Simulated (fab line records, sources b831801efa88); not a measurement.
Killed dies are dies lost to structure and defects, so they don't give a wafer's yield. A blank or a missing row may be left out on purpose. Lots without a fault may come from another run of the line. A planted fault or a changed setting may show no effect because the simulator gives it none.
Problem report in the 8D (eight disciplines) form, filled by code | flow gf180mcu | the parts of the form that need people (team, actions taken, sign-off) are left out

1. THE PROBLEM
dose_ions_cm2 at GF_HV_LDD_IMPLANT_21 reads a mean of 5e+13 on 6 wafers of 2 lots; wafers without a fault read 5e+13 with a standard deviation of 5.1e+10. That is -41 standard deviations from the usual mean.
First seen on wafer L163.4, day 16 09:20, on implanter-02. The record holds 42 wafers of 14 lots with a number at this step. Rule for "out", or "out of limits": more than 4 standard deviations from the usual mean. The other wafers with a number count as sound.

2. WHAT IT IS AND WHAT IT IS NOT
question                    | is                     | is not
which readings at this step | dose_ions_cm2          | beam_on_s, end_station_pressure_torr
which lots                  | L163, L165             | L145, L146, L147, L148, L149, L150, L151, L153, L154, L155, L158, L160
which wafers of those lots  | all that have a number | -
read on which tools         | implanter-02           | implanter-01, implanter-04
when                        | from day 16 09:20      | up to then (36 sound wafers)

3. SUSPECTS, AND WHAT RULES EACH OUT
Counting: a tool at a process step up to the reading stays a suspect if it ran every lot that is out and no sound lot after the first of them.
- implanter-02 at GF_HV_LDD_IMPLANT_21: kept. It ran every lot that is out, first L163 (day 16 09:20), and no sound lot after that; its last sound lot up to then is L160 (day 15 10:57). Its own readings are out on those wafers: dose_ions_cm2.
Left after counting: implanter-02 at GF_HV_LDD_IMPLANT_21.

4. THE CAUSE (what the simulator had put in)
Process parameter drift: implanter-02, from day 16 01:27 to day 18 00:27, at GF_HV_LDD_IMPLANT_21. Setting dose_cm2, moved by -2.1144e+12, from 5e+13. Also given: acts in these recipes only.
Counting left only this tool.

5. THE CHAIN OF EFFECTS, in route order
Each row: a reading whose mean over the struck wafers that have a number lies more than 3 standard deviations from the usual. Only readings for which the record gives a usual standard deviation are gone through. hours: the time from each lot's start at the first step in this table that gives one to its start at this step, as a median over the lots. sigmas: the change in usual standard deviations.
hours | step                 | reading       | usual | on struck wafers | change | sigmas
0     | GF_HV_LDD_IMPLANT_21 | dose_ions_cm2 | 5e+13 | 5e+13            | -2e+12 | -41
The process steps in it:
- GF_HV_LDD_IMPLANT_21

6. WHAT WOULD HAVE CAUGHT IT SOONER
In this record the first reading out of limits was taken at day 16 09:20, 8 hours after the fault began at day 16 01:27.
